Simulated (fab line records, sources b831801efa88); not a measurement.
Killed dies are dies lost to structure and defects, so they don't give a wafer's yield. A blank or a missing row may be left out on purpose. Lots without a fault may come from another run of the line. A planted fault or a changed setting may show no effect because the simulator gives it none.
Which tool did it? | flow gf180mcu | 6 lots, 18 wafers sampled, at 3 steps of a route of 602

WHAT THE GAUGES READ, wafer by wafer
GF_TOP_METAL_RS_MEAS_05: measures by four-point-probe.
lot  | measured     | on            | TOP_METAL_ALCU_RS (ohm/sq)
L201 | day 27 15:47 | film_metro-01 | 0.03291 0.0327 0.03236
L203 | day 28 04:38 | film_metro-01 | 0.0321 0.03202 0.03217
L205 | day 28 23:29 | film_metro-01 | 0.03241 0.03209 0.03288
L209 | day 30 01:26 | film_metro-01 | 0.03227 0.0328 0.03272
L211 | day 30 14:29 | film_metro-03 | 9.5096 9.489 9.5204
L222 | day 33 09:48 | film_metro-01 | 0.03307 0.03298 0.03283

WHICH TOOL RAN EACH LOT (tool, then ch and the chambers of the sampled wafers, then the start)
lot  | GF_MIM_SPUTTER_09            | GF_TOP_METAL_SPUTTER_02
L201 | pvd_sputter-01, day 24 22:02 | pvd_sputter-03, day 27 15:42
L203 | pvd_sputter-03, day 25 11:40 | pvd_sputter-02, day 28 04:29
L205 | pvd_sputter-04, day 26 08:53 | pvd_sputter-03, day 28 23:23
L209 | pvd_sputter-04, day 27 11:46 | pvd_sputter-02, day 30 01:21
L211 | pvd_sputter-01, day 28 02:25 | pvd_sputter-03, day 30 14:24
L222 | pvd_sputter-03, day 31 04:18 | pvd_sputter-01, day 33 09:43
- GF_MIM_SPUTTER_09: material TiN, target thk 35 nm, time 29.2 s.
- GF_TOP_METAL_SPUTTER_02: material AlCu, target thk 900 nm, time 47.82 s.

THE ANSWER, worked out from the rows above alone
Rule: what is usual is taken from the lots themselves. Put in order of their means at a reading, lots are off if they are a third of the lots or fewer, leave a main group of 4 or more, and stand apart from it by a gap of 3 or more times the standard deviation of the main group's means; of several such gaps the widest counts. A main group whose means are all the same, to the digits that the tables above print for the reading, isn't used. A lot without any number at a reading at which 4 lots or more have one is off too. The other lots that the step has rows for count as sound.
Off: L211, at GF_TOP_METAL_RS_MEAS_05 (TOP_METAL_ALCU_RS). The main group: mean 0.03255 ohm/sq, standard deviation 0.00028.
A tool fits if, at a process step before that reading, it ran every lot that is off, and no sound lot after the first of them. The gauges at GF_TOP_METAL_RS_MEAS_05 are tried like those tools. Can't be told from this: 3 tools fit, pvd_sputter-01 at GF_MIM_SPUTTER_09, pvd_sputter-03 at GF_TOP_METAL_SPUTTER_02, film_metro-03 at GF_TOP_METAL_RS_MEAS_05.

WHAT THE SIMULATOR HAD PUT IN
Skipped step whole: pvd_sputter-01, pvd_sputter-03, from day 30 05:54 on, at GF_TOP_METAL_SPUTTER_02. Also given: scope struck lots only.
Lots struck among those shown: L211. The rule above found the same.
